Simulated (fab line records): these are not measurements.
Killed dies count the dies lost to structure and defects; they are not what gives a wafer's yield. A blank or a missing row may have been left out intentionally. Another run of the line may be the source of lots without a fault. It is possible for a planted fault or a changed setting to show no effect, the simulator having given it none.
Which of the tools did it? | flow gf180mcu | 13 lots with 35 wafers sampled at 2 steps, on a route of 602 steps

== WHAT EACH GAUGE READ, for each wafer ==
GF_CONTACT_RS_MEAS_25: a four-point-probe measurement.
lot  | measured     | on            | CONTACT_W_RS (ohm/sq)
L660 | day 16 03:13 | film metro-02 | 0.393 0.388 0.393
L661 | day 16 07:46 | film metro-03 | 0.391 0.396 0.388
L662 | day 16 21:37 | film metro-04 | 0.382 0.383 0.383
L663 | day 17 03:28 | film metro-02 | 0.383 0.386 0.388
L664 | day 17 09:37 | film metro-03 | 0.386 0.388 0.386
L666 | day 18 04:01 | film metro-02 | 0.389 0.384 0.390
L668 | day 19 01:10 | film metro-04 | 0.384
L669 | day 19 16:06 | film metro-04 | 0.382
L670 | day 19 23:41 | film metro-02 | 0.383 0.380 0.380
L674 | day 21 11:58 | film metro-04 | 0.380 0.379 0.377
L676 | day 22 01:17 | film metro-02 | 0.386 0.385 0.394
L678 | day 22 18:40 | film metro-03 | 0.378 0.377 0.381
L680 | day 23 11:10 | film metro-02 | 0.387 0.382 0.383

== EACH LOT AND THE TOOL THAT RAN IT (in order: tool; ch and the chambers of the sampled wafers; start) ==
lot  | GF_CONTACT_SPUTTER_22
L660 | pvd sputter-01, day 16 03:00
L661 | pvd sputter-02, day 16 07:33
L662 | pvd sputter-02, day 16 21:25
L663 | pvd sputter-01, day 17 03:16
L664 | pvd sputter-03, day 17 09:23
L666 | pvd sputter-02, day 18 03:45
L668 | pvd sputter-03, day 19 00:53
L669 | pvd sputter-01, day 19 15:50
L670 | pvd sputter-03, day 19 23:26
L674 | pvd sputter-03, day 21 11:45
L676 | pvd sputter-02, day 22 01:02
L678 | pvd sputter-03, day 22 18:24
L680 | pvd sputter-03, day 23 10:56
- GF_CONTACT_SPUTTER_22: material Ti, target thk 15 nm, time 80.02 s.

== WHAT THE TOOLS THEMSELVES READ (means of the sampled wafers that have a number; where no wafer has one, the mark that the record gives instead) ==
GF_CONTACT_SPUTTER_22.
lot  | tool           | throttle valve pct (%)
L660 | pvd sputter-01 | 31.0
L661 | pvd sputter-02 | 31.5
L662 | pvd sputter-02 | 30.1
L663 | pvd sputter-01 | 30.0
L664 | pvd sputter-03 | 31.0
L666 | pvd sputter-02 | 31.0
L668 | pvd sputter-03 | 31.0
L669 | pvd sputter-01 | 30.6
L670 | pvd sputter-03 | 30.9
L674 | pvd sputter-03 | 31.1
L676 | pvd sputter-02 | 30.1
L678 | pvd sputter-03 | 31.1
L680 | pvd sputter-03 | 31.2

== THE ANSWER, worked out from the rows above alone ==
Rule: usual is defined by the lots themselves. Put in order of their means at a reading, lots are off if they are a third of the lots or fewer, leave a main group of 4 or more, and stand apart from it by a gap of 3 or more times the standard deviation of the main group's means; of several such gaps the widest counts. Not used: any main group whose means are identical at the precision the tables above print for the reading. Also off: a lot with no number at a reading for which 4 or more lots have one. Where the step has rows for the other lots, those lots are counted as sound. The gauges are gone through in route order, then the tools' own readings, and for those a lot's mean is taken as printed above. At the first step where some lot is off, the reading lying furthest off is the one used; lots without a number count as furthest.
None of the lots is off at any reading shown; this tells nothing.

== WHAT WAS PUT IN BY THE SIMULATOR ==
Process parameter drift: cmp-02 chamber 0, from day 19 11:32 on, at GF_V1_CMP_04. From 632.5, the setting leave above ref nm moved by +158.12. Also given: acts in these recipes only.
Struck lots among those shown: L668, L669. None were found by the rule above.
